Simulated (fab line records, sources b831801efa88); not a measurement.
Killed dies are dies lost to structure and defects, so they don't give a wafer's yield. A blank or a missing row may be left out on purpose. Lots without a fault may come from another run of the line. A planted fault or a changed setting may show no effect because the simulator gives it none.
Problem report in the 8D (eight disciplines) form, filled by code | flow sky130 | the parts of the form that need people (team, actions taken, sign-off) are left out

1. THE PROBLEM
developer_temp_C at SKY_VIA2_DEVELOP_11 reads a mean of 21.65 C on 8 wafers of 3 lots; wafers without a fault read 21.00 C with a standard deviation of 0.12. That is +5.4 standard deviations from the usual mean.
The step: develop time 60 s.
First seen on wafer L600.1, day 39 16:00, on litho_track-04. The record holds 38 wafers of 13 lots with a number at this step. Rule for "out", or "out of limits": more than 4 standard deviations from the usual mean. The other wafers with a number count as sound.

2. WHAT IT IS AND WHAT IT IS NOT
question                    | is                     | is not
which readings at this step | developer_temp_C       | -
which lots                  | L600, L601, L602       | L591, L594, L595, L597, L598, L599, L603, L611, L612, L614
which wafers of those lots  | all that have a number | -
read on which tools         | litho_track-04         | litho_track-01, litho_track-03
when                        | from day 39 16:00      | up to then (18 sound wafers); but 12 sound wafers of L603, L611, L612, L614 came after

3. SUSPECTS, AND WHAT RULES EACH OUT
Counting: a tool at a process step up to the reading stays a suspect if it ran every lot that is out and no sound lot after the first of them.
- litho_track-04 at SKY_VIA2_DEVELOP_11 (develop time 60 s): ruled out as a lasting fault. Sound lots L614 ran on it after its first lot that is out, L600 (day 39 16:00).
Left after counting: nothing in the record.

4. THE CAUSE (what the simulator had put in)
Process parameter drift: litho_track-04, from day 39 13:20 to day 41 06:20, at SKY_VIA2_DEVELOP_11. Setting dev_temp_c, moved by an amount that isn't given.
Counting ruled it out, wrongly.

5. THE CHAIN OF EFFECTS, in route order
Each row: a reading whose mean over the struck wafers that have a number lies more than 3 standard deviations from the usual. Only readings for which the record gives a usual standard deviation are gone through. hours: the time from each lot's start at the first step in this table that gives one to its start at this step, as a median over the lots. sigmas: the change in usual standard deviations.
hours | step                | reading          | usual   | on struck wafers | change | sigmas
0     | SKY_VIA2_DEVELOP_11 | developer_temp_C | 21.00 C | 21.65            | +0.65  | +5.4
The process steps in it:
- SKY_VIA2_DEVELOP_11: develop time 60 s.

6. WHAT WOULD HAVE CAUGHT IT SOONER
In this record the first reading out of limits was taken at day 39 16:00, 3 hours after the fault began at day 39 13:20.
